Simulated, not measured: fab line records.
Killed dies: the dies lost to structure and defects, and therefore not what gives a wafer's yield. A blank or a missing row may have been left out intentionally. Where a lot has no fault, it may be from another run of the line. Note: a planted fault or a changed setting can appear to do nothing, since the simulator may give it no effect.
fab line records | flow sky130
record lots=11 | wafers=33 | lastDay=51
route steps=708 shown LI_CONTACT@383 LOCAL_INTERCONNECT@400 CONTACT@423 METAL1@438
lots untouched by any fault: they come from a run of this same line in which no faults occurred
startH: hours from the record's first day to the start of the lot's first wafer shown | waitH: hours since the lot's step before | " the same as in the row above | L1.1+2: one row covering several wafers at once | - no value present, or no start provided | * or withheld: withheld | < > ~ a bound
route shown NAME@n: names a module that has steps shown in the file, with the first one's number in the route | usual: mean/standard deviation taken from wafers without a fault | same: alike in all rows | chamber/n: place in a boat | sites: each site's reading | _std_site: the standard deviation of these | _edge_site: mean of outer sites minus mean of inner sites | radiusMm: how far each site lies from the wafer's centre | mask NAME#n: copy n | behind: the tool/chamber that last shaped the wafer | hold: why the lot was held/for how many hours/how that ended | device: whichever transistor did not switch (one of n, p or np) | end of line: tests run on the same wafers once the route is complete | for a step that has no rows: nothing shown but its recipe | killed: at the first sort, the dies lost to defects and structure; wafer yield is something else | map: per-die view of a wafer (x killed, . not killed, _ where there is no die)
set.NAME: setting as actually run; set.NAME@STEP: the setting as run at that earlier step | model.NAME: the simulator's own value behind a step, which no gauge read
route steps across a sampled set of lots; one table per step, one row per wafer
services: a tool's chamber out of use, with start hour (startH, from the record's first day; less than 0 if before it), hours out, and reason
## steps
# step SKY_LI_CONTACT_CVD_21
# recipe material=W | targetThkNm=400 | timeS=120.56 | tempC=404 | pressureTorr=40
# usual heaterPowerW=933/62
lot.wafer | tool    | chamber | startH | waitH | heaterPowerW | sinceWetCleanH
L725.1    | cvdW-01 | 1       | 685.21 | 0.0   | 983          | 281
L725.3    | "       | 0       | "      | "     | 822          | -
L725.6    | "       | 0       | "      | "     | 805          | -
L726.3    | cvdW-01 | 0       | 705.72 | 0.1   | 846          | -
L726.4    | "       | 1       | "      | "     | 980          | -
L726.6    | "       | 1       | "      | "     | 977          | -
L728.2    | cvdW-02 | 1       | 708.06 | 0.0   | 976          | 804
L728.3    | "       | 1       | "      | "     | 956          | -
L728.5    | "       | 0       | "      | "     | 922          | -
L727.1    | cvdW-01 | 1       | 713.44 | 0.0   | 978          | 309
L727.4    | "       | 0       | "      | "     | 817          | -
L727.5    | "       | 1       | "      | "     | 986          | -
L737.1    | cvdW-02 | 1       | 801.96 | 0.0   | 969          | 898
L737.4    | "       | 1       | "      | "     | 960          | -
L737.6    | "       | 1       | "      | "     | 970          | -
L738.1    | cvdW-02 | 0       | 805.96 | 0.0   | 903          | 902
L738.2    | "       | 1       | "      | "     | 979          | 902
L738.6    | "       | 1       | "      | "     | 966          | -
L739.1    | cvdW-02 | 0       | 809.13 | 0.0   | 922          | 905
L739.4    | "       | 1       | "      | "     | 961          | -
L739.6    | "       | 1       | "      | "     | 998          | -
L741.2    | cvdW-01 | 1       | 810.08 | 0.0   | 990          | 406
L741.4    | "       | 1       | "      | "     | 986          | -
L741.5    | "       | 0       | "      | "     | 828          | -
L742.3    | cvdW-02 | 0       | 813.09 | 0.1   | 931          | -
L742.4    | "       | 1       | "      | "     | 988          | -
L742.6    | "       | 1       | "      | "     | 992          | -
L746.1    | cvdW-01 | 0       | 846.82 | 0.0   | 807          | 443
L746.3    | "       | 1       | "      | "     | 976          | -
L746.5    | "       | 1       | "      | "     | 967          | -
L747.2    | cvdW-02 | 0       | 860.96 | 0.0   | 921          | 957
L747.5    | "       | 1       | "      | "     | 984          | -
L747.6    | "       | 0       | "      | "     | 938          | -
# step SKY_LOCAL_INTERCONNECT_ETCH_13
# recipe chemistry=N2/H2 | target=BARC | ionEnergyEv=200 | biasW=100 | pressureMtorr=30 | n2FlowSccm=100 | h2FlowSccm=200 | icpW=500 | stopOn=SiO2 | timeS=45.9 | targetDepthA=600
# usual chamberPressureMTorr=30.002/0.027 | drypumpMotorCurrentA=6.1/0.44 | oesProductAu=0.854/0.0044 | throttleValvePct=13.224/0.0097
lot.wafer | tool        | chamber | startH | waitH | chamberPressureMTorr | drypumpMotorCurrentA | oesProductAu | rfHoursCounterH | throttleValvePct
L725.1    | rieMetal-01 | 0       | 714.39 | 0.0   | 29.989               | 5.9                  | 0.850        | 14              | 13.224
L725.3    | "           | 0       | "      | "     | 29.998               | 5.9                  | 0.864        | -               | 13.213
L725.6    | "           | 1       | "      | "     | 30.039               | 5.2                  | 0.858        | -               | 13.211
L726.3    | rieMetal-04 | 1       | 734.06 | 0.0   | 30.027               | 6.6                  | 0.857        | -               | 13.218
L726.4    | "           | 0       | "      | "     | 29.904               | 5.9                  | 0.854        | -               | 13.232
L726.6    | "           | 0       | "      | "     | 30.022               | 5.9                  | 0.855        | -               | 13.220
L728.2    | rieMetal-02 | 0       | 737.37 | 0.0   | 29.992               | 6.4                  | 0.854        | 4               | 13.233
L728.3    | "           | 0       | "      | "     | 30.060               | 6.4                  | 0.849        | -               | 13.234
L728.5    | "           | 0       | "      | "     | 29.963               | 6.4                  | 0.859        | -               | 13.217
L727.1    | rieMetal-02 | 1       | 741.97 | 0.0   | 29.995               | 6.1                  | 0.852        | 10              | 13.206
L727.4    | "           | 0       | "      | "     | 29.989               | 6.3                  | 0.849        | -               | 13.222
L727.5    | "           | 1       | "      | "     | 30.008               | 6.2                  | 0.861        | -               | 13.225
L737.1    | rieMetal-01 | 0       | 829.49 | 0.0   | 29.978               | 5.9                  | 0.848        | 4               | 13.227
L737.4    | "           | 0       | "      | "     | 29.984               | 5.9                  | 0.858        | -               | 13.217
L737.6    | "           | 0       | "      | "     | 30.003               | 5.9                  | 0.856        | -               | 13.218
L738.1    | rieMetal-01 | 0       | 833.04 | 0.0   | 30.082               | 5.9                  | 0.851        | 4               | 13.247
L738.2    | "           | 1       | "      | "     | 30.007               | 5.2                  | 0.850        | 1               | 13.225
L738.6    | "           | 1       | "      | "     | 30.044               | 5.2                  | 0.855        | -               | 13.216
L739.1    | rieMetal-02 | 0       | 836.72 | 0.0   | 30.013               | 6.4                  | 0.857        | 8               | 13.218
L739.4    | "           | 1       | "      | "     | 30.021               | 6.1                  | 0.856        | -               | 13.224
L739.6    | "           | 0       | "      | "     | 29.975               | 6.4                  | 0.854        | -               | 13.217
L741.2    | rieMetal-04 | 1       | 837.42 | 0.0   | 30.018               | 6.6                  | 0.850        | 16              | 13.215
L741.4    | "           | 0       | "      | "     | 30.023               | 5.9                  | 0.865        | -               | 13.225
L741.5    | "           | 0       | "      | "     | 29.950               | 5.8                  | 0.864        | -               | 13.216
L742.3    | rieMetal-02 | 0       | 841.26 | 0.0   | 30.032               | 6.4                  | 0.851        | -               | 13.212
L742.4    | "           | 1       | "      | "     | 29.929               | 6.1                  | 0.854        | -               | 13.234
L742.6    | "           | 0       | "      | "     | 30.017               | 6.4                  | 0.852        | -               | 13.224
L746.1    | rieMetal-04 | 1       | 872.89 | 0.0   | 30.039               | 6.5                  | 0.852        | 18              | 13.222
L746.3    | "           | 1       | "      | "     | 30.031               | 6.5                  | 0.865        | -               | 13.215
L746.5    | "           | 1       | "      | "     | 30.020               | 6.5                  | 0.850        | -               | 13.229
L747.2    | rieMetal-04 | 1       | 887.09 | 0.0   | 29.965               | 6.5                  | 0.861        | -               | 13.234
L747.5    | "           | 1       | "      | "     | 30.004               | 6.6                  | 0.860        | -               | 13.221
L747.6    | "           | 1       | "      | "     | 29.991               | 6.5                  | 0.856        | -               | 13.215
# step SKY_LOCAL_INTERCONNECT_STRIP_15
# recipe chemistry=O2/N2 | powerW=1400 | pressureMtorr=1500 | platenTempC=withheld | o2FlowSccm=3000 | n2FlowSccm=300 | overashFraction=0.5
# usual chamberPressureMTorr=1500.1/1.4 | drypumpMotorCurrentA=5.5/0.43 | oesProductAu=0.427/0.0045 | stripTimeToEndpointS=4.716/0.019
lot.wafer | tool           | chamber | startH | waitH | chamberPressureMTorr | drypumpMotorCurrentA | oesProductAu | rfHoursCounterH | stripTimeToEndpointS
L725.1    | plasmaAsher-02 | 1       | 714.50 | 0.0   | 1499.3               | 5.4                  | 0.424        | 26              | 4.732
L725.3    | "              | 1       | "      | "     | 1498.8               | 5.4                  | 0.425        | -               | 4.749
L725.6    | "              | 0       | "      | "     | 1498.9               | 5.1                  | 0.427        | -               | 4.748
L726.3    | plasmaAsher-02 | 1       | 734.19 | 0.1   | 1500.2               | 5.4                  | 0.424        | -               | 4.739
L726.4    | "              | 0       | "      | "     | 1499.7               | 5.1                  | 0.424        | -               | 4.692
L726.6    | "              | 1       | "      | "     | 1500.5               | 5.4                  | 0.421        | -               | 4.689
L728.2    | plasmaAsher-04 | 0       | 737.48 | 0.0   | 1501.4               | 6.1                  | 0.428        | 93              | 4.722
L728.3    | "              | 1       | "      | "     | 1499.2               | 6.2                  | 0.434        | -               | 4.725
L728.5    | "              | 1       | "      | "     | 1501.1               | 6.1                  | 0.432        | -               | 4.737
L727.1    | plasmaAsher-02 | 1       | 742.08 | 0.0   | 1501.8               | 5.4                  | 0.428        | 29              | 4.705
L727.4    | "              | 1       | "      | "     | 1499.8               | 5.4                  | 0.423        | -               | 4.693
L727.5    | "              | 0       | "      | "     | 1502.4               | 5.1                  | 0.426        | -               | 4.703
L737.1    | plasmaAsher-01 | 0       | 829.60 | 0.0   | 1500.2               | 5.7                  | 0.420        | 9               | 4.393
L737.4    | "              | 0       | "      | "     | 1502.1               | 5.7                  | 0.416        | -               | 4.419
L737.6    | "              | 1       | "      | "     | 1502.3               | 4.9                  | 0.414        | -               | 4.419
L738.1    | plasmaAsher-02 | 0       | 833.15 | 0.0   | 1500.4               | 5.1                  | 0.416        | 38              | 4.408
L738.2    | "              | 1       | "      | "     | 1499.8               | 5.4                  | 0.411        | 38              | 4.377
L738.6    | "              | 0       | "      | "     | 1503.1               | 5.1                  | 0.414        | -               | 4.395
L739.1    | plasmaAsher-02 | 1       | 836.83 | 0.0   | 1501.5               | 5.4                  | 0.433        | 39              | 4.712
L739.4    | "              | 1       | "      | "     | 1500.7               | 5.4                  | 0.429        | -               | 4.729
L739.6    | "              | 0       | "      | "     | 1498.0               | 5.1                  | 0.427        | -               | 4.698
L741.2    | plasmaAsher-01 | 0       | 837.53 | 0.0   | 1497.3               | 5.7                  | 0.427        | 10              | 4.696
L741.4    | "              | 0       | "      | "     | 1501.1               | 5.7                  | 0.422        | -               | 4.706
L741.5    | "              | 1       | "      | "     | 1500.9               | 4.9                  | 0.424        | -               | 4.687
L742.3    | plasmaAsher-02 | 0       | 841.38 | 0.1   | 1501.8               | 5.1                  | 0.426        | -               | 4.686
L742.4    | "              | 1       | "      | "     | 1501.2               | 5.3                  | 0.435        | -               | 4.716
L742.6    | "              | 0       | "      | "     | 1502.9               | 5.1                  | 0.426        | -               | 4.700
L746.1    | plasmaAsher-01 | 1       | 873.11 | 0.1   | 1501.1               | 4.9                  | 0.426        | 14              | 4.742
L746.3    | "              | 1       | "      | "     | 1498.4               | 4.9                  | 0.426        | -               | 4.749
L746.5    | "              | 1       | "      | "     | 1499.1               | 4.9                  | 0.422        | -               | 4.725
L747.2    | plasmaAsher-04 | 0       | 887.30 | 0.1   | 1498.4               | 6.1                  | 0.430        | 105             | 4.729
L747.5    | "              | 0       | "      | "     | 1500.4               | 6.1                  | 0.432        | -               | 4.700
L747.6    | "              | 1       | "      | "     | 1500.4               | 6.2                  | 0.422        | -               | 4.744
# step SKY_CONTACT_ETCH_17
# recipe target=SiO2 | chemistry=C4F8/O2/Ar | stopOn=Si3N4 | maskMaterial=KrF-thick | sourceW=1500 | biasW=1200 | pressureMtorr=40 | c4f8FlowSccm=withheld | O2_flow_sccm=6 | Ar_flow_sccm=300 | timeS=withheld | targetDepthA=3400
# usual chamberPressureMTorr=39.99/0.038 | oesProductAu=0.897/0.0051
lot.wafer | tool       | chamber | startH | waitH | chamberPressureMTorr | oesProductAu
L725.1    | rieDiel-02 | 0       | 743.48 | 0.0   | 40.02                | 0.886
L725.3    | "          | 1       | "      | "     | 40.03                | 0.904
L725.6    | "          | 1       | "      | "     | 40.00                | 0.899
L726.3    | rieDiel-04 | 2       | 763.10 | 0.0   | 40.08                | 0.902
L726.4    | "          | 3       | "      | "     | 39.96                | 0.894
L726.6    | "          | 0       | "      | "     | 40.02                | 0.908
L728.2    | rieDiel-03 | 2       | 766.78 | 0.0   | 40.00                | 0.894
L728.3    | "          | 3       | "      | "     | 39.97                | 0.896
L728.5    | "          | 0       | "      | "     | 40.00                | 0.892
L727.1    | rieDiel-04 | 3       | 770.55 | 0.0   | 40.01                | 0.889
L727.4    | "          | 0       | "      | "     | 40.03                | 0.900
L727.5    | "          | 1       | "      | "     | 40.09                | 0.894
L737.1    | rieDiel-03 | 2       | 857.63 | 0.0   | 39.98                | 0.901
L737.4    | "          | 1       | "      | "     | 39.99                | 0.899
L737.6    | "          | 2       | "      | "     | 39.98                | 0.897
L738.1    | rieDiel-04 | 2       | 860.75 | 0.0   | 40.01                | 0.890
L738.2    | "          | 3       | "      | "     | 39.99                | 0.896
L738.6    | "          | 1       | "      | "     | 40.03                | 0.898
L739.1    | rieDiel-04 | 0       | 864.23 | 0.0   | 39.93                | 0.900
L739.4    | "          | 1       | "      | "     | 39.99                | 0.899
L739.6    | "          | 2       | "      | "     | 40.08                | 0.896
L741.2    | rieDiel-02 | 2       | 864.93 | 0.0   | 40.02                | 0.897
L741.4    | "          | 3       | "      | "     | 40.04                | 0.896
L741.5    | "          | 3       | "      | "     | 40.00                | 0.903
L742.3    | rieDiel-03 | 2       | 868.98 | 0.0   | 39.98                | 0.882
L742.4    | "          | 1       | "      | "     | 39.99                | 0.895
L742.6    | "          | 2       | "      | "     | 40.00                | 0.889
L746.1    | rieDiel-04 | 1       | 899.53 | 0.0   | 40.04                | 0.902
L746.3    | "          | 0       | "      | "     | 39.94                | 0.890
L746.5    | "          | 2       | "      | "     | 40.00                | 0.899
L747.2    | rieDiel-03 | 2       | 914.23 | 0.0   | 39.97                | 0.902
L747.5    | "          | 0       | "      | "     | 39.93                | 0.895
L747.6    | "          | 3       | "      | "     | 39.96                | 0.899
# step SKY_METAL1_SPUTTER_04
# recipe material=TiN | targetThkNm=70 | powerW=6500 | timeS=58.3 | chamberPressurePa=0.4
# usual throttleValvePct=29.6/1.3
lot.wafer | tool          | chamber | startH | waitH | throttleValvePct
L725.1    | pvdSputter-01 | -       | 744.92 | 0.0   | 28.1
L725.3    | "             | -       | "      | "     | 31.0
L725.6    | "             | -       | "      | "     | 28.3
L726.3    | pvdSputter-03 | -       | 764.53 | 0.0   | 27.9
L726.4    | "             | -       | "      | "     | 28.7
L726.6    | "             | -       | "      | "     | 28.8
L728.2    | pvdSputter-01 | -       | 768.20 | 0.0   | 28.4
L728.3    | "             | -       | "      | "     | 30.6
L728.5    | "             | -       | "      | "     | 30.0
L727.1    | pvdSputter-02 | -       | 771.98 | 0.0   | 29.7
L727.4    | "             | -       | "      | "     | 30.5
L727.5    | "             | -       | "      | "     | 29.0
L737.1    | pvdSputter-01 | -       | 859.05 | 0.0   | 28.3
L737.4    | "             | -       | "      | "     | 28.3
L737.6    | "             | -       | "      | "     | 31.4
L738.1    | pvdSputter-03 | -       | 862.18 | 0.0   | 29.0
L738.2    | "             | -       | "      | "     | 30.9
L738.6    | "             | -       | "      | "     | 28.8
L739.1    | pvdSputter-03 | -       | 865.70 | 0.0   | 27.6
L739.4    | "             | -       | "      | "     | 29.0
L739.6    | "             | -       | "      | "     | 31.0
L741.2    | pvdSputter-03 | -       | 866.40 | 0.0   | 27.8
L741.4    | "             | -       | "      | "     | 28.9
L741.5    | "             | -       | "      | "     | 27.7
L742.3    | pvdSputter-03 | -       | 870.44 | 0.0   | 31.2
L742.4    | "             | -       | "      | "     | 27.7
L742.6    | "             | -       | "      | "     | 28.7
L746.1    | pvdSputter-03 | -       | 900.95 | 0.0   | 31.0
L746.3    | "             | -       | "      | "     | 28.7
L746.5    | "             | -       | "      | "     | 30.9
L747.2    | pvdSputter-03 | -       | 915.77 | 0.0   | 31.0
L747.5    | "             | -       | "      | "     | 30.9
L747.6    | "             | -       | "      | "     | 30.9
## services
tool          | chamber | startH | hours | kind
rieDiel-03    | -       | 661.81 | 1.2   | repair
pvdSputter-01 | -       | 668.58 | 0.7   | repair
rieDiel-03    | -       | 668.61 | 0.7   | repair
rieMetal-04   | -       | 673.13 | 0.3   | repair
pvdSputter-03 | -       | 691.45 | 30.1  | repair
cvdW-01       | -       | 692.19 | 6.0   | pm
pvdSputter-01 | -       | 729.11 | 5.1   | repair
cvdW-01       | -       | 743.25 | 0.3   | repair
rieMetal-04   | -       | 750.18 | 0.9   | repair
pvdSputter-03 | -       | 756.71 | 6.4   | repair
pvdSputter-03 | -       | 766.97 | 2.8   | repair
cvdW-01       | -       | 775.01 | 6.9   | pm
rieDiel-04    | 3       | 798.37 | 5.8   | repair
rieDiel-04    | 1       | 814.28 | 2.7   | repair
pvdSputter-03 | -       | 824.89 | 4.6   | repair
rieDiel-04    | -       | 828.50 | 0.4   | repair
rieDiel-03    | -       | 837.99 | 0.5   | repair
rieDiel-04    | 1       | 864.38 | 19.1  | repair
rieMetal-04   | 0       | 870.25 | 25.8  | repair
cvdW-01       | -       | 876.23 | 1.3   | repair
rieDiel-04    | 3       | 892.76 | 15.7  | repair
rieDiel-03    | 1       | 893.40 | 3.9   | repair
cvdW-02       | -       | 900.54 | 1.2   | repair
cvdW-02       | -       | 904.00 | 14.0  | pm
## key
firstSign step=SKY_LOCAL_INTERCONNECT_STRIP_15 | reading=stripTimeToEndpointS | direction=down | sigmas=16 | usual=* | struck=*
effect step=SKY_LOCAL_INTERCONNECT_STRIP_15 | reading=oesProductAu | direction=down | sigmas=2.7 | usual=0.427 | struck=0.415
metAt SKY_LOCAL_INTERCONNECT_ETCH_13
struckLots L737,L738
testerLeftOut L737,L738
notActingAt SKY_LI_CONTACT_CVD_21,SKY_CONTACT_ETCH_17,SKY_METAL1_SPUTTER_04
onsetBetween 714.39 829.49
fault kind=processParameterDrift | tool=rieMetal-01 | chamber=- | onsetH=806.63 | steps=SKY_LOCAL_INTERCONNECT_ETCH_13 | channel=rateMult | offset=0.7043 | shape=step | endH=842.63
# testerLeftOut: of these lots the tester's yield and bins aren't shown, on N5 and GAA mostly nor the transistor test; their killed dies are dies lost to structure and defects alone, not to doping, threshold or leakage, so they don't give the yield
